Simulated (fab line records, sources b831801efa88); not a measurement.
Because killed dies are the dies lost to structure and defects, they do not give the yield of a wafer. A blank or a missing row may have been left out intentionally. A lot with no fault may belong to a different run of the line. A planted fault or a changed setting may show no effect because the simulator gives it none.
Matching of chambers | flow sfqLine | 4 sister chambers for SFQ_TRILAYER_I4_CMP_CMP_100 on cmp-01
The step polishes SiO2. 8 wafers are shown with their chamber, then 9 later ones without.

EACH WAFER AND ITS CHAMBER
wafer  | chamber | motorCurrentA (A) | timeToEndpointS (s)
L922.6 | 2       | 10.3              | 222
L929.1 | 3       | 10.0              | 207
L929.4 | 2       | 9.5               | 222
L930.3 | 1       | 10.7              | 220
L930.6 | 0       | 9.8               | 213
L931.1 | 1       | 10.3              | 214
L931.3 | 0       | 10.0              | 208
L931.5 | 3       | 9.6               | 207

WAFERS WHOSE CHAMBER IS MISSING
wafer  | motorCurrentA (A) | timeToEndpointS (s)
L934.3 | 9.9               | 199
L934.1 | 9.5               | 204
L934.6 | 9.4               | 204
L935.1 | 10.0              | 191
L935.3 | 9.9               | 207
L935.5 | 10.3              | 211
L937.1 | 10.3              | 209
L937.3 | 9.8               | 215
L937.6 | 9.5               | 205

THE CHAMBER EACH PASSED THROUGH
wafer  | from the rows above               | in truth
L934.3 | can't be placed: 3 or 0           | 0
L934.1 | can't be placed: 3 or 0           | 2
L934.6 | can't be placed: 3 or 0           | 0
L935.1 | can't be placed: 3 or 0           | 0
L935.3 | can't be placed: 3 or 0           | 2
L935.5 | can't be placed: 0 or 3 or 1      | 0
L937.1 | can't be placed: 0 or 3 or 1      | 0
L937.3 | can't be placed: 0 or 1 or 2 or 3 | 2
L937.6 | can't be placed: 3 or 0           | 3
Placed correctly: 0 of 9. Can't be placed from these rows: 9 (the true chamber is among the candidates in 7). 0 placed wrongly.
How it was worked out, from the rows above alone: a wafer's distance from a chamber is the root of the sum, over the readings, of the square of ((its reading less the chamber's mean) divided by the reading's scatter). The wafer belongs to the nearest chamber; if the next one is less than 2 further off, it can't be placed. For every chamber, the mean is computed from those of its wafers that are shown. The scatter: the root of (the sum of the squares of (reading less its chamber's mean) over the shown wafers, divided by (wafers less chambers)).
